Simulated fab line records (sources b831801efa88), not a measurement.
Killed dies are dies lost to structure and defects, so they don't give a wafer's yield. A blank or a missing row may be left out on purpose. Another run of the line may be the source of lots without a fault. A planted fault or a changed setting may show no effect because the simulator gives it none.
Struck lot and sound lot, side by side ; flow sky130 ; 22 steps out of a route of 708
Sound: these wafers, L811.1, L811.2, L811.3. Wafers struck: L819.1, L819.2, L819.4. Last of all comes the cause.
Order at every step that has rows: each side's tool, ch and its chambers, its first start. Under that, the readings that differ: sound wafers ; struck wafers ; difference of the means ; sigmas: that difference in standard deviations of wafers without a fault.
alike: readings with means less than 2 such deviations apart, plus words and numbers identical on both sides. not compared: withheld readings, readings lacking a value on some wafer, bounds such as >300 that could conceal the same value, and numbers that have no deviation in the record and whose values overlap.
The two part at a step that has a row with sigmas, a row that says differs or no value, or rows on one side only. Non-overlapping numbers with no deviation appear without sigmas and do not part them. Lack of a reading on every wafer of one side parts them only where that side has two or more wafers.

first, 1 step without rows for these wafers: SKY_LOCAL_INTERCONNECT_CLEAN_18 (cleans in O3/DIW).
SKY_CONTACT_CVD_00: deposits Si3N4, target thk 75 nm.
  sound on pecvd-04 ch 0,1,2, day 33 20:02; struck on pecvd-04 ch 0,2, day 36 11:00
  alike: heaterPowerW
SKY_CONTACT_THK_MEAS_01:
  sound: filmMetro-04 at day 33 20:04; struck: filmMetro-01 at day 36 11:03
  alike: CONTACT_CVD_00_THK
then, 1 step without rows for these wafers: SKY_CONTACT_HDPCVD_02 (deposits SiO2, target thk 565 nm, time 94.2 s).
SKY_CONTACT_THK_MEAS_03:
  sound: filmMetro-03 at day 33 20:11; struck: filmMetro-03 at day 36 11:11
  alike: CONTACT_HDPCVD_THK
SKY_CONTACT_CMP_04: polishes SiO2.
  sound on cmp-02 ch 1,2,3, day 33 20:15; struck on cmp-01 ch 1,2,3, day 36 11:14
  alike: motorCurrentA, timeToEndpointS
SKY_CONTACT_BOW_MEAS_05:
  sound: filmMetro-01 at day 33 20:33; struck: filmMetro-03 at day 36 11:32
  alike: CONTACT_BOW
then, 5 steps without rows for these wafers: SKY_CONTACT_DEHYDRATE_06 (time 60 s); SKY_CONTACT_HMDS_07 (prime time 60 s); SKY_CONTACT_COAT_08 (resist thk 60 nm); SKY_CONTACT_COAT_09 (resist thk 450 nm); SKY_CONTACT_SOFTBAKE_10 (time 90 s).
SKY_CONTACT_EXPOSE_11: exposes mask CTM1, target cd 170 nm.
  sound on krfScanner-01 ch 0, day 34 11:02; struck on krfScanner-01 ch 0, day 37 00:21
  alike: mask, exposureDoseMJCm2
then, 2 steps without rows for these wafers: SKY_CONTACT_PEB_12; SKY_CONTACT_DEVELOP_13 (develop time 60 s).
SKY_CONTACT_CD_MEAS_14: target cd 170 nm.
  sound: cdSem-02 at day 34 23:48; struck: cdSem-02 at day 37 13:24
reading;sound;struck;difference;sigmas
cdNm (nm);171.9 173.1 172.1;162.6 158.6 157.6;-12.8;-9
SKY_CONTACT_OVL_MEAS_15:
  sound: overlay-01 at day 34 23:55; struck: overlay-02 at day 37 13:31
  alike: CONTACT_OVL
SKY_CONTACT_ETCH_16: etches BARC in N2/H2, stops on SiO2, time 45.9 s, target depth 60 nm.
  sound on rieDiel-02 ch 1,2,3, day 34 23:58; struck on rieDiel-01 ch 0,1,2, day 37 13:34
reading;sound;struck;difference;sigmas
model.CONTACT.cdNm (nm);171.2 173.4 172.8;162.8 157.4 156.9;-13.4;
  alike: drypumpMotorCurrentA, oesProductAu, throttleValvePct
  not compared: rfHoursCounterH
SKY_CONTACT_ETCH_17: etches SiO2 in C4F8/O2/Ar, stops on Si3N4, target depth 340 nm.
  sound on rieDiel-02 ch 1,2,3, day 35 00:00; struck on rieDiel-01 ch 0,1,2, day 37 13:36
  alike: oesProductAu
SKY_CONTACT_ETCH_18: etches Si3N4 in CHF3/O2, stops on TiN, time 39 s, target depth 75 nm.
  sound on rieDiel-02 ch 1,2,3; struck on rieDiel-01 ch 0,1,2
reading;sound;struck;difference;sigmas
model.CONTACT.cdNm (nm);171.8 173 172.4;162.6 157.4 156.7;-13.5;
  alike: drypumpMotorCurrentA, oesProductAu, throttleValvePct
  not compared: rfHoursCounterH
SKY_CONTACT_STRIP_19: strips in O2/N2.
  sound on plasmaAsher-04 ch 0,1, day 35 00:05; struck on plasmaAsher-04 ch 0,1, day 37 13:41
  alike: drypumpMotorCurrentA, oesProductAu, stripTimeToEndpointS
  not compared: rfHoursCounterH
-- the record jumps here: 13 days lie between the struck wafers' starts before and after (it left off in module CONTACT and takes up again in module PAD_OPEN, whose first step shown is number 708 of the route) --
SKY_PAD_OPEN_PROBE_99:
  sound: prober-01 at day 48 11:32; struck: prober-01 at day 50 03:21
reading;sound;struck;difference;sigmas
killedDies;89 82 78;91 118 113;+24;+3
killedShort;38 46 26;47 53 49;+13;+2
  alike: killed_at_M0_to_M3, killed_at_M4_up, killedAtContacts, killedAtFrontEnd, killedAtOther, killedOpen

WHERE THEY PART
Last at SKY_PAD_OPEN_PROBE_99 as far as this record goes, first at SKY_CONTACT_CD_MEAS_14.

WHY: the cause the simulator had injected
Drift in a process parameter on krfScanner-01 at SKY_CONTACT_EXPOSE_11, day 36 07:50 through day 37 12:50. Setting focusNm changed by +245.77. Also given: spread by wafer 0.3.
